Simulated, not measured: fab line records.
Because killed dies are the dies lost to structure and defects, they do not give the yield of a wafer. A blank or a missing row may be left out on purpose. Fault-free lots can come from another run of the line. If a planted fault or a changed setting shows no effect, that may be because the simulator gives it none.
fab line records -- flow sky130
[record] lots = 13, wafers = 39, lastDay = 50
route steps=708 shown VIA2@507
lots that met no fault: taken from a fault-free run of the same line
startH: hours from the record's opening day to when the first of the lot's shown wafers began -- waitH: time in hours since the lot's previous step -- " identical to the entry in the row above -- L1.1+2: one row covering several wafers at once -- - no value present, or no start provided -- * or withheld: withheld -- < > ~ a bound
route shown NAME@n: names a module that has steps shown in the file, with the first one's number in the route -- usual: mean/standard deviation of fault-free wafers -- same: alike in all rows -- chamber/n: place in a boat -- sites: the reading at each site -- _std_site: standard deviation across them -- _edge_site: the outer-site mean with the inner-site mean subtracted -- radiusMm: how far each site lies from the wafer's centre -- mask NAME#n: copy n -- behind: tool/chamber where the wafer was last shaped -- hold: cause of the lot's hold/its duration in hours/its outcome -- device: whichever transistor did not switch (one of n, p or np) -- end of line: at the end of the route, the tests of the same wafers -- step lacking rows: just its recipe -- killed: dies that structure and defects cost at the first sort, which is not the same as the wafer's yield -- map: shows each die of a wafer: x if killed, . if not, _ if none is there
set.NAME: the setting as run; set.NAME@STEP: as run at that earlier step -- model.NAME: the simulator's own value behind a step, which no gauge read
steps of the route over a sample of lots; a table a step, a row a wafer
services: when a tool's chamber went out of use (startH, in hours from the record's first day, below 0 if earlier), for how many hours, and the reason
[[steps]]
[step SKY_VIA2_HDPCVD_00]
[recipe] material = SiO2, targetThkNm = 1180, sigmaOpenFrac = 0.3, timeS = 196.7, tempC = 400, sih4FlowSccm = 60, pressureMtorr = 6
[usual] runLengthS = 225.0/0.63
lot.wafer,tool,chamber,startH,waitH,runLengthS
L673.1,hdpcvd-02,0,819.47,0.0,225.6
L673.4,hdpcvd-02,1,819.47,0.0,225.7
L673.6,hdpcvd-02,0,819.47,0.0,225.2
L674.4,hdpcvd-02,0,822.93,0.1,225.3
L674.5,hdpcvd-02,2,822.93,0.1,224.5
L674.6,hdpcvd-02,1,822.93,0.1,226.0
L675.1,hdpcvd-01,2,829.92,0.0,224.9
L675.3,hdpcvd-01,1,829.92,0.0,224.2
L675.6,hdpcvd-01,1,829.92,0.0,224.2
L676.1,hdpcvd-02,0,835.39,0.0,225.8
L676.3,hdpcvd-02,1,835.39,0.0,225.7
L676.5,hdpcvd-02,0,835.39,0.0,225.4
L677.2,hdpcvd-02,2,849.18,0.0,224.3
L677.3,hdpcvd-02,0,849.18,0.0,225.5
L677.4,hdpcvd-02,1,849.18,0.0,226.3
L679.1,hdpcvd-02,0,867.80,0.0,225.2
L679.2,hdpcvd-02,1,867.80,0.0,225.8
L679.5,hdpcvd-02,0,867.80,0.0,225.5
L681.1,hdpcvd-02,2,881.18,0.0,224.2
L681.3,hdpcvd-02,0,881.18,0.0,226.3
L681.4,hdpcvd-02,1,881.18,0.0,225.9
L682.2,hdpcvd-02,0,890.08,0.0,225.3
L682.4,hdpcvd-02,0,890.08,0.0,225.7
L682.6,hdpcvd-02,1,890.08,0.0,226.4
L683.2,hdpcvd-02,1,898.99,0.0,226.3
L683.3,hdpcvd-02,0,898.99,0.0,225.3
L683.5,hdpcvd-02,2,898.99,0.0,224.5
L687.1,hdpcvd-01,0,943.12,0.0,224.5
L687.2,hdpcvd-01,2,943.12,0.0,224.4
L687.6,hdpcvd-01,1,943.12,0.0,224.1
L692.2,hdpcvd-02,2,965.18,0.0,224.5
L692.3,hdpcvd-02,0,965.18,0.0,275.0
L692.5,hdpcvd-02,1,965.18,0.0,225.9
L695.1,hdpcvd-01,1,977.62,0.0,224.3
L695.2,hdpcvd-01,0,977.62,0.0,224.3
L695.4,hdpcvd-01,2,977.62,0.0,225.0
L696.1,hdpcvd-01,0,980.03,0.0,224.5
L696.4,hdpcvd-01,1,980.03,0.0,224.4
L696.5,hdpcvd-01,0,980.03,0.0,224.6
[step SKY_VIA2_THK_MEAS_01]
[recipe] reads = SiO2_of_VIA2_HDPCVD_00
[usual] VIA2_HDPCVD_THK = 1176/12
lot.wafer,tool,chamber,startH,waitH,VIA2_HDPCVD_THK[nm]
L673.1,filmMetro-01,-,819.60,0.1,1189
L673.4,filmMetro-01,-,819.60,0.1,1170
L673.6,filmMetro-01,-,819.60,0.1,1187
L674.4,filmMetro-01,-,823.02,0.0,1213
L674.5,filmMetro-01,-,823.02,0.0,1187
L674.6,filmMetro-01,-,823.02,0.0,1185
L675.1,filmMetro-01,-,830.05,0.1,1183
L675.3,filmMetro-01,-,830.05,0.1,1178
L675.6,filmMetro-01,-,830.05,0.1,1169
L676.1,filmMetro-04,-,835.51,0.1,1183
L676.3,filmMetro-04,-,835.51,0.1,1183
L676.5,filmMetro-04,-,835.51,0.1,1188
L677.2,filmMetro-04,-,849.32,0.1,1178
L677.3,filmMetro-04,-,849.32,0.1,1179
L677.4,filmMetro-04,-,849.32,0.1,1172
L679.1,filmMetro-01,-,867.92,0.1,1173
L679.2,filmMetro-01,-,867.92,0.1,1177
L679.5,filmMetro-01,-,867.92,0.1,1182
L681.1,filmMetro-01,-,881.31,0.1,1160
L681.3,filmMetro-01,-,881.31,0.1,1161
L681.4,filmMetro-01,-,881.31,0.1,1146
L682.2,filmMetro-03,-,890.22,0.1,1188
L682.4,filmMetro-03,-,890.22,0.1,1184
L682.6,filmMetro-03,-,890.22,0.1,1175
L683.2,filmMetro-04,-,899.13,0.1,1159
L683.3,filmMetro-04,-,899.13,0.1,1192
L683.5,filmMetro-04,-,899.13,0.1,1163
L687.1,filmMetro-03,-,943.25,0.1,1174
L687.2,filmMetro-03,-,943.25,0.1,1171
L687.6,filmMetro-03,-,943.25,0.1,1170
L692.2,filmMetro-01,-,965.32,0.1,1174
L692.3,filmMetro-01,-,965.32,0.1,1486
L692.5,filmMetro-01,-,965.32,0.1,1181
L695.1,filmMetro-03,-,977.75,0.1,1161
L695.2,filmMetro-03,-,977.75,0.1,1172
L695.4,filmMetro-03,-,977.75,0.1,1166
L696.1,filmMetro-01,-,980.15,0.1,1178
L696.4,filmMetro-01,-,980.15,0.1,1161
L696.5,filmMetro-01,-,980.15,0.1,1189
[[services]]
tool,chamber,startH,hours,kind
hdpcvd-02,-,802.24,6.0,pm
hdpcvd-01,-,814.76,2.3,repair
hdpcvd-01,-,817.91,5.5,pm
hdpcvd-02,-,855.77,0.9,repair
hdpcvd-02,2,891.11,3.0,repair
hdpcvd-01,-,950.25,15.0,pm
hdpcvd-01,0,950.25,15.0,ventCycle
hdpcvd-01,1,950.25,15.0,ventCycle
hdpcvd-01,2,950.25,15.0,ventCycle
hdpcvd-01,0,965.25,-,clean
hdpcvd-01,1,965.25,-,clean
hdpcvd-01,2,965.25,-,clean
[[key]]
[firstSign] step = SKY_VIA2_HDPCVD_00, reading = runLengthS, direction = up, sigmas = 80, usual = *, struck = *
[effect] step = SKY_VIA2_THK_MEAS_01, reading = VIA2_HDPCVD_THK, direction = up, sigmas = 26, usual = 1176, struck = 1486
metAt SKY_VIA2_HDPCVD_00
struckLots L692
struckWafers L692.3
onsetBetween 898.99 965.18
[fault] kind = processParameterDrift, tool = hdpcvd-02, chamber = 0, onsetH = 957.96, steps = SKY_VIA2_HDPCVD_00, channel = timeS, offset = *, shape = step, endH = 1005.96, actsIn = *, stated = *
